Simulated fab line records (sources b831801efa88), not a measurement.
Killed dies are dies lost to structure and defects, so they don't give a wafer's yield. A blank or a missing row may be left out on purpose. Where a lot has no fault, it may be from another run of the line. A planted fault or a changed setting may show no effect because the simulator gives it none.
What tool caused it?	flow sfq line	14 lots (42 wafers sampled), 1 step of a 325-step route

== WHAT THE GAUGES SHOWED, per wafer ==
The record holds no reading of a measuring or inspecting step that can be judged against a usual standard deviation.

== EACH LOT AND THE TOOL THAT RAN IT (in order: tool; ch and the chambers of the sampled wafers; start) ==
lot	SFQ_TRILAYER_M1_ETCH_METAL_ETCH_042
L746	rie metal-02 ch 0,1, day 24 03:34
L748	rie metal-04 ch 0,1, day 25 09:34
L751	rie metal-04 ch 0, day 26 23:42
L753	rie metal-04 ch 0,1, day 27 23:42
L759	rie metal-01 ch 0,1, day 30 04:18
L760	rie metal-04 ch 0,1, day 30 06:45
L761	rie metal-01 ch 0,1, day 30 07:54
L762	rie metal-01 ch 0,1, day 31 09:14
L763	rie metal-01 ch 0,1, day 31 17:38
L764	rie metal-02 ch 0,1, day 32 08:38
L765	rie metal-04 ch 1, day 32 23:05
L766	rie metal-04 ch 0,1, day 33 10:56
L767	rie metal-02 ch 0,1, day 33 22:53
L769	rie metal-01 ch 0,1, day 34 12:16
- SFQ_TRILAYER_M1_ETCH_METAL_ETCH_042: etches Nb in Cl2/Ar, stops on SiO2, target depth 240 nm, time 120 s.

== WHAT THE TOOLS THEMSELVES READ (means of the sampled wafers that have a number; where no wafer has one, the mark that the record gives instead) ==
SFQ_TRILAYER_M1_ETCH_METAL_ETCH_042.
lot	tool	bias w (W)	drypump motor current A (A)	oes product au (a.u.)
L746	rie metal-02	80.14	5.7	0.898
L748	rie metal-04	80.13	6.2	0.888
L751	rie metal-04	85.97	5.7	0.890
L753	rie metal-04	86.11	5.9	0.895
L759	rie metal-01	80.01	5.8	0.893
L760	rie metal-04	80.03	6.1	0.890
L761	rie metal-01	79.88	5.7	0.897
L762	rie metal-01	80.23	5.8	0.896
L763	rie metal-01	79.80	5.7	0.893
L764	rie metal-02	79.87	5.7	0.890
L765	rie metal-04	80.03	6.4	0.892
L766	rie metal-04	80.27	6.1	0.893
L767	rie metal-02	80.04	5.7	0.885
L769	rie metal-01	79.95	5.7	0.893

== THE ANSWER, worked out from the rows above alone ==
Rule: the lots themselves supply what counts as usual. Put in order of their means at a reading, lots are off if they are a third of the lots or fewer, leave a main group of 4 or more, and stand apart from it by a gap of 3 or more times the standard deviation of the main group's means; of several such gaps the widest counts. A main group whose means are all the same, to the digits that the tables above print for the reading, isn't used. Also off: a lot with no number at a reading for which 4 or more lots have one. The other lots that the step has rows for count as sound. The gauges are gone through in route order, then the tools' own readings, and for those a lot's mean is taken as printed above. The first step at which some lot is off is used, and at that step the reading that is off furthest; a lot without a number counts as furthest.
Off: L751, L753 (SFQ_TRILAYER_M1_ETCH_METAL_ETCH_042, bias w). The main group has a mean of 80.03 W with a standard deviation of 0.14.
If a tool, at that step or one of the process steps before it, ran each lot that is off and ran no sound lot following the first of them, it fits. No candidate that was tried fits.

== WHAT HAD BEEN PUT IN BY THE SIMULATOR ==
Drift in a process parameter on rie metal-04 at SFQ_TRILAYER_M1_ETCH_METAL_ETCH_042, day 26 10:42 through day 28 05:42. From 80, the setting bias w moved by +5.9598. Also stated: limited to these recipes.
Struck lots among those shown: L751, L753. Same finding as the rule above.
